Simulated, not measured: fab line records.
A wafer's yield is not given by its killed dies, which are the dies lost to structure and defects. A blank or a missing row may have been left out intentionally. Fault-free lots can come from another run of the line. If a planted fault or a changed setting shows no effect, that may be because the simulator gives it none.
Matching of chambers :: flow sky130 :: 4 sister chambers for SKY_FIELD_ISO_ETCH_14 on rie_diel-02
The step etches BARC in N2/H2, stops on SiO2, time 45.9 s, target depth 60 nm. 22 wafers are shown with their chamber, then 11 later ones without.

## WAFERS WITH THEIR CHAMBER
wafer: L848.3
chamber: 0
oes_product_au (a.u.): 0.859
throttle_valve_pct (%): 13.229

wafer: L848.4
chamber: 1
oes_product_au (a.u.): 0.865
throttle_valve_pct (%): 13.226

wafer: L848.6
chamber: 3
oes_product_au (a.u.): 0.856
throttle_valve_pct (%): 13.236

wafer: L849.3
chamber: 2
oes_product_au (a.u.): 0.865
throttle_valve_pct (%): 13.235

wafer: L849.4
chamber: 0
oes_product_au (a.u.): 0.861
throttle_valve_pct (%): 13.245

wafer: L849.6
chamber: 3
oes_product_au (a.u.): 0.857
throttle_valve_pct (%): 13.238

wafer: L850.4
chamber: 0
oes_product_au (a.u.): 0.867
throttle_valve_pct (%): 13.223

wafer: L850.5
chamber: 2
oes_product_au (a.u.): 0.866
throttle_valve_pct (%): 13.233

wafer: L850.6
chamber: 3
oes_product_au (a.u.): 0.852
throttle_valve_pct (%): 13.236

wafer: L851.4
chamber: 3
oes_product_au (a.u.): 0.870
throttle_valve_pct (%): 13.215

wafer: L851.5
chamber: 2
oes_product_au (a.u.): 0.868
throttle_valve_pct (%): 13.227

wafer: L851.6
chamber: 0
oes_product_au (a.u.): 0.863
throttle_valve_pct (%): 13.212

wafer: L852.2
chamber: 0
oes_product_au (a.u.): 0.855
throttle_valve_pct (%): 13.228

wafer: L852.4
chamber: 2
oes_product_au (a.u.): 0.866
throttle_valve_pct (%): 13.231

wafer: L852.6
chamber: 3
oes_product_au (a.u.): 0.862
throttle_valve_pct (%): 13.213

wafer: L854.1
chamber: 3
oes_product_au (a.u.): 0.870
throttle_valve_pct (%): 13.224

wafer: L854.4
chamber: 1
oes_product_au (a.u.): 0.863
throttle_valve_pct (%): 13.236

wafer: L854.5
chamber: 1
oes_product_au (a.u.): 0.865
throttle_valve_pct (%): 13.226

wafer: L862.1
chamber: 0
oes_product_au (a.u.): 0.864
throttle_valve_pct (%): 13.246

wafer: L862.4
chamber: 2
oes_product_au (a.u.): 0.858
throttle_valve_pct (%): 13.228

wafer: L862.6
chamber: 2
oes_product_au (a.u.): 0.862
throttle_valve_pct (%): 13.218

wafer: L863.3
chamber: 3
oes_product_au (a.u.): 0.858
throttle_valve_pct (%): 13.236

SIGNATURES, as means of the wafers listed above
reading: oes_product_au
chamber 0: 0.86150
chamber 1: 0.86433
chamber 2: 0.86417
chamber 3: 0.86071
scatter within a chamber: 0.00499

reading: throttle_valve_pct
chamber 0: 13.23050
chamber 1: 13.22933
chamber 2: 13.22867
chamber 3: 13.22829
scatter within a chamber: 0.01
Rule: distance of a wafer from a chamber = root of the sum over the readings of ((wafer's reading minus chamber's mean) / reading's scatter) squared. If the next closest chamber is less than 2 further off than the closest, the wafer can't be placed; otherwise it belongs to the closest. The scatter: take each reading less its chamber's mean, square it, sum over the shown wafers, divide by the number of wafers less the number of chambers, and take the root.

## WAFERS MISSING THEIR CHAMBER
wafer: L863.4
oes_product_au (a.u.): 0.872
throttle_valve_pct (%): 13.222

wafer: L863.6
oes_product_au (a.u.): 0.862
throttle_valve_pct (%): 13.231

wafer: L868.1
oes_product_au (a.u.): 0.868
throttle_valve_pct (%): 13.222

wafer: L868.3
oes_product_au (a.u.): 0.865
throttle_valve_pct (%): 13.222

wafer: L868.6
oes_product_au (a.u.): 0.861
throttle_valve_pct (%): 13.231

wafer: L869.2
oes_product_au (a.u.): 0.866
throttle_valve_pct (%): 13.221

wafer: L869.5
oes_product_au (a.u.): 0.874
throttle_valve_pct (%): 13.221

wafer: L869.6
oes_product_au (a.u.): 0.862
throttle_valve_pct (%): 13.218

wafer: L870.2
oes_product_au (a.u.): 0.866
throttle_valve_pct (%): 13.210

wafer: L870.3
oes_product_au (a.u.): 0.860
throttle_valve_pct (%): 13.223

wafer: L870.5
oes_product_au (a.u.): 0.862
throttle_valve_pct (%): 13.219

## WHICH CHAMBER EACH WENT THROUGH
wafer: L863.4
from the rows above: can't be placed: 1 or 2 or 0 or 3
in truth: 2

wafer: L863.6
from the rows above: can't be placed: 0 or 3 or 2 or 1
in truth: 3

wafer: L868.1
from the rows above: can't be placed: 2 or 1 or 0 or 3
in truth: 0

wafer: L868.3
from the rows above: can't be placed: 2 or 1 or 3 or 0
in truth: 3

wafer: L868.6
from the rows above: can't be placed: 0 or 3 or 2 or 1
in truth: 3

wafer: L869.2
from the rows above: can't be placed: 2 or 1 or 3 or 0
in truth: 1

wafer: L869.5
from the rows above: can't be placed: 1 or 2 or 0 or 3
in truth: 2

wafer: L869.6
from the rows above: can't be placed: 3 or 2 or 1 or 0
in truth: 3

wafer: L870.2
from the rows above: can't be placed: 2 or 1 or 3 or 0
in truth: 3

wafer: L870.3
from the rows above: can't be placed: 3 or 0 or 2 or 1
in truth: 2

wafer: L870.5
from the rows above: can't be placed: 3 or 2 or 1 or 0
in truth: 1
Placed correctly: 0 of 11. These rows do not allow placing 11 (true chamber among the candidates in 11). 0 placed wrongly.
